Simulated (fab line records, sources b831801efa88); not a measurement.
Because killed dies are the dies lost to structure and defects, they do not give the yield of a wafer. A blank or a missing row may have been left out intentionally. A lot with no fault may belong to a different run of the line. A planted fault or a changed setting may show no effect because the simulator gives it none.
A lot that was struck, set against a sound lot	flow gf180mcu	15 out of 602 route steps
Sound: these wafers, L182.1, L182.3, L182.6. Wafers L193.2, L193.3 were the ones struck. At the end, the cause is stated.
Per side, at each step with rows, come the tool, then ch with its chambers, and then its first start. Under that, the readings that differ: sound wafers	struck wafers	difference of the means	sigmas: that difference in standard deviations of wafers without a fault.
alike: readings with means less than 2 such deviations apart, plus words and numbers identical on both sides. not compared: withheld readings, readings lacking a value on some wafer, bounds such as >300 that could conceal the same value, and numbers that have no deviation in the record and whose values overlap.
A row with sigmas, a row that says differs or no value, or rows on one side alone: a step with any of these is where the two part. When numbers do not overlap yet have no deviation, they are printed without sigmas and do not part them. A reading missing from all wafers of one side parts the sides only when that side holds two or more wafers.

GF_V3_OVL_MEAS_15:
  sound on overlay-02, day 23 14:42; struck on overlay-01, day 27 04:35
  alike: V3_OVL
GF_V3_ETCH_16: etches BARC in N2/H2.
  sound on rie-diel-02 ch 1,2, day 23 14:44; struck on rie-diel-03 ch 0,2, day 27 04:37
  alike: bias-w, drypump-motor-current-A, n2-flow-sccm, oes-product-au, throttle-valve-pct
GF_V3_ETCH_17: etches SiO2 in C4F8/O2/Ar, stops on TiN, target depth 635 nm.
  sound on rie-diel-02 ch 1,2; struck on rie-diel-03 ch 0,2
  alike: bias-w, oes-product-au
then, 3 steps without rows for these wafers: GF_V3_STRIP_18 (strips in O2/N2); GF_V3_STRIP_19 (strips in post etch residue remover, time 1200 s); GF_V3_CLEAN_20 (cleans in DIW).
GF_V3_SPUTTER_21: material Ti, target thk 15 nm, time 80.02 s.
  sound on pvd-sputter-04, day 23 15:45; struck on pvd-sputter-02, day 27 05:16
  alike: throttle-valve-pct
GF_V3_SPUTTER_22: material TiN, target thk 10 nm, time 40 s.
  sound on pvd-sputter-04, day 23 15:49; struck on pvd-sputter-02, day 27 05:20
  alike: throttle-valve-pct
GF_V3_CVD_23: deposits W, target thk 350 nm, time 104.9 s.
  sound on cvd-w-02 ch 1, day 23 15:51; struck on cvd-w-01 ch 1, day 27 05:22
  alike: heater-power-w
GF_V3_RS_MEAS_24: measures by four-point-probe.
  sound on film-metro-01, day 23 15:58; struck on film-metro-02, day 27 05:31
  alike: V3_W_RS
GF_V3_THK_MEAS_25: measures by xrf.
  sound on film-metro-01, day 23 16:05; struck on film-metro-02, day 27 05:37
  alike: V3_W_THK
then, 1 step without rows for these wafers: GF_V3_CMP_26 (polishes, stops on SiO2, t overpolish 15 s, target thk 0 nm).
GF_M4_SPUTTER_00: material Ti, target thk 37.5 nm, time 150 s.
  sound on pvd-sputter-03, day 23 16:26; struck on pvd-sputter-02, day 27 05:58
reading	sound	struck	difference	sigmas
model.Ti_of_M4_SPUTTER_00.thk-nm (nm)	37.72 37.57 37.9	43.05 43.42	+5.51	
  alike: throttle-valve-pct
then, 1 step without rows for these wafers: GF_M4_SPUTTER_01 (material TiN, target thk 30 nm, time 25 s).
-- the record jumps here: 6 days lie between the struck wafers' starts before and after (it left off in module M4 and takes up again in module PASSIVATION, whose first step shown is number 602 of the route) --
GF_PASSIVATION_PROBE_99:
  record: rows for the struck wafers here (prober-02, day 32 23:05), none for the sound ones

== WHERE THEY PART ==
At GF_PASSIVATION_PROBE_99 and nowhere else, as far as this record goes.

WHY: what the simulator had put in
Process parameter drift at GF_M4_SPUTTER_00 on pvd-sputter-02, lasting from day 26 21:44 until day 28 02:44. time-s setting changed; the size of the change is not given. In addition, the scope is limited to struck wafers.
